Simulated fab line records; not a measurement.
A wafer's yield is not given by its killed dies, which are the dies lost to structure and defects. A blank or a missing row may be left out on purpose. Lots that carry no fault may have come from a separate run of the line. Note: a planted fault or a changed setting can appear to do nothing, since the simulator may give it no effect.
A lot that was struck, set against a sound lot / flow sky130 / 23 out of 708 route steps
Sound: the wafers L713.2, L713.4, L713.5. Struck: wafer L725.4. (L725.3, L725.5 of the same lot were not struck and are left out.) The cause comes at the end.
At each step with rows: each side's tool, then ch and its chambers, then its first start. Under that, the readings that differ: sound wafers / struck wafers / difference of the means / sigmas: that difference in standard deviations of wafers without a fault.
alike: readings with means less than 2 such deviations apart, plus words and numbers identical on both sides. not compared: withheld readings, readings lacking a value on some wafer, bounds such as >300 that could conceal the same value, and numbers that have no deviation in the record and whose values overlap.
Wherever a step has rows on one side only, a row that says differs or no value, or a row with sigmas, the two part there. When numbers do not overlap yet have no deviation, they are printed without sigmas and do not part them. Lack of a reading on every wafer of one side parts them only where that side has two or more wafers.

first, 1 step without rows for these wafers: SKY_SONOS_ONO_DEVELOP_12 (develop time 60 s).
SKY_SONOS_ONO_CD_MEAS_13: target cd 410 nm.
  struck on cd sem-01, day 17 12:09; sound on cd sem-01, day 13 06:40
  alike: cd nm
SKY_SONOS_ONO_OVL_MEAS_14:
  struck on overlay-01, day 17 12:14; sound on overlay-01, day 13 06:46
  alike: SONOS_ONO_OVL
SKY_SONOS_ONO_ETCH_15: etches the open film in CHF3/O2, target depth 19.52 nm, time 7.8 s.
  sound on rie diel-03 ch 1,3, day 13 06:48; struck on rie diel-03 ch 2, day 17 12:16
  alike: O2_flow_sccm, bias w, drypump motor current A, oes product au, rf fwd power W, throttle valve pct
  not compared: rf hours counter h
then, 1 step without rows for these wafers: SKY_SONOS_ONO_WET_ETCH_16 (etches SiO2 in dHF, target depth 14 nm, time 280 s).
SKY_SONOS_ONO_STRIP_17: strips in O2/N2.
  sound on plasma asher-04 ch 0, day 13 06:55; struck on plasma asher-03 ch 1, day 17 12:24
  alike: drypump motor current A, oes product au, strip time to endpoint s
  not compared: rf hours counter h
then, 3 steps without rows for these wafers: SKY_SONOS_ONO_WET_ETCH_18 (etches Si3N4 in H3PO4, target depth 15 nm, time 172 s); SKY_GATE_OXIDE_CLEAN_00 (cleans in SC1/SC2, time 150 s); SKY_GATE_OXIDE_OXIDATION_01 (stabilise 600 s, purge 300 s, target thk 10.268 nm).
SKY_GATE_OXIDE_THK_MEAS_02:
  struck on film metro-02, day 17 15:13; sound on film metro-02, day 13 10:02
  alike: GATE_OXIDE_OXIDATION_00_THK
then, 2 steps without rows for these wafers: SKY_GATE_OXIDE_DEHYDRATE_03 (time 60 s); SKY_GATE_OXIDE_HMDS_04 (prime time 60 s).
SKY_GATE_OXIDE_COAT_05: resist thk 1140 nm.
  sound on litho track-01 ch 0, day 13 21:43; struck on litho track-01 ch 0, day 18 05:26
reading=model.NOVOLAK_of_GATE_OXIDE_COAT_05.thk nm (nm); sound=1140 1136 1141; struck=563.2; difference=-575.8; sigmas=
  alike: dispense pressure kPa
then, 3 steps without rows for these wafers: SKY_GATE_OXIDE_SOFTBAKE_06 (time 60 s); SKY_GATE_OXIDE_EXPOSE_07 (exposes mask LVOM, target cd 600 nm); SKY_GATE_OXIDE_PEB_08.
SKY_GATE_OXIDE_DEVELOP_09: develop time 60 s.
  sound on litho track-01 ch 0, day 14 10:10; struck on litho track-04 ch 0, day 18 20:34
reading=model.NOVOLAK_of_GATE_OXIDE_COAT_05.thk nm (nm); sound=1139 1136 1141; struck=562.8; difference=-575.9; sigmas=
SKY_GATE_OXIDE_OVL_MEAS_10:
  struck on overlay-02, day 18 20:40; sound on overlay-02, day 14 10:18
  alike: GATE_OXIDE_OVL
then, 2 steps without rows for these wafers: SKY_GATE_OXIDE_IMPLANT_11; SKY_GATE_OXIDE_WET_ETCH_12 (etches SiO2 in dHF, target depth 16.8 nm, time 336 s).
SKY_GATE_OXIDE_STRIP_13: strips in O2/N2.
  sound on plasma asher-02 ch 0, day 14 10:35; struck on plasma asher-04 ch 1, day 18 21:05
reading=oes product au (a.u.); sound=0.720 0.714 0.706; struck=0.547; difference=-0.166; sigmas=-36
reading=strip time to endpoint s (s); sound=14.18 14.13 14.18; struck=7.44; difference=-6.72; sigmas=-99 or more
  alike: drypump motor current A
  not compared: rf hours counter h
SKY_GATE_OXIDE_TW_MEAS_14:
  struck on film metro-01, day 18 21:10; sound on film metro-02, day 14 10:41
reading=GATE_OXIDE_TW; sound=223.4 222.1 222.6; struck=226.9; difference=+4.2; sigmas=+2
SKY_PAD_OPEN_PROBE_99:
  rows exist in the record for the sound wafers here (prober-02, day 46 01:53), none for the struck ones

== WHERE THEY PART ==
First at SKY_GATE_OXIDE_STRIP_13; last, within this record, at SKY_PAD_OPEN_PROBE_99.

WHY: whatever the simulator had introduced
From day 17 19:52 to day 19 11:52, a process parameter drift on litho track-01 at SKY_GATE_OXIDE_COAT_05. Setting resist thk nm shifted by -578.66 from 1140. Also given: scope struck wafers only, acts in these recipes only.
